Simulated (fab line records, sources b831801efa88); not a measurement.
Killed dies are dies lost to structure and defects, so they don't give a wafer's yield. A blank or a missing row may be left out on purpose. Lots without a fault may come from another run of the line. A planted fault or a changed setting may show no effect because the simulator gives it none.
Problem report in the 8D (eight disciplines) form, filled by code | flow sky130 | the parts of the form that need people (team, actions taken, sign-off) are left out

1. THE PROBLEM
run_length_s at SKY_CONTACT_SOFTBAKE_10 reads a mean of 75.5 s on 6 wafers of 2 lots; wafers without a fault read 119.0 s with a standard deviation of 0.3. That is -99 or more standard deviations from the usual mean.
The step: time 90 s.
First seen on wafer L943.1, day 32 05:00, on litho_track-03. The record holds 42 wafers of 14 lots with a number at this step. Rule for "out", or "out of limits": more than 4 standard deviations from the usual mean. The other wafers with a number count as sound.

2. WHAT IT IS AND WHAT IT IS NOT
question                    | is                                 | is not
which readings at this step | run_length_s, heater_power_total_W | -
which lots                  | L943, L944                         | L941, L942, L946, L953, L954, L955, L956, L957, L959, L960, L961, L962
which wafers of those lots  | all that have a number             | -
read on which tools         | litho_track-03                     | litho_track-01, litho_track-02
when                        | from day 32 05:00                  | up to then (6 sound wafers); but 30 sound wafers of L946, L953, L954, L955, L956, L957, L959, L960, L961, L962 came after

3. SUSPECTS, AND WHAT RULES EACH OUT
Counting: a tool at a process step up to the reading stays a suspect if it ran every lot that is out and no sound lot after the first of them.
- cmp-02 at SKY_CONTACT_CMP_04 (polishes SiO2): ruled out as a lasting fault. Sound lots L946, L956, L959, L961 ran on it after its first lot that is out, L943 (day 31 16:02).
- litho_track-03 at SKY_CONTACT_SOFTBAKE_10 (time 90 s): ruled out as a lasting fault. Sound lots L955, L956, L957, L959, L961, L962 ran on it after its first lot that is out, L943 (day 32 05:00).
Left after counting: nothing in the record.

4. THE CAUSE (what the simulator had put in)
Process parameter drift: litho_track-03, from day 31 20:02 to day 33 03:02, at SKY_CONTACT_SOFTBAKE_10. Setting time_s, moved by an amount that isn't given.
Counting ruled it out, wrongly.

5. THE CHAIN OF EFFECTS, in route order
Each row: a reading whose mean over the struck wafers that have a number lies more than 3 standard deviations from the usual. Only readings for which the record gives a usual standard deviation are gone through. hours: the time from each lot's start at the first step in this table that gives one to its start at this step, as a median over the lots. sigmas: the change in usual standard deviations.
hours | step                    | reading              | usual   | on struck wafers | change | sigmas
0     | SKY_CONTACT_SOFTBAKE_10 | heater_power_total_W | 57.37 W | 71.10            | +13.73 | +99 or more
0     | SKY_CONTACT_SOFTBAKE_10 | run_length_s         | 119.0 s | 75.5             | -43.5  | -99 or more
The process steps in it:
- SKY_CONTACT_SOFTBAKE_10: time 90 s.

6. WHAT WOULD HAVE CAUGHT IT SOONER
In this record the first reading out of limits was taken at day 32 05:00, 9 hours after the fault began at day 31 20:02.
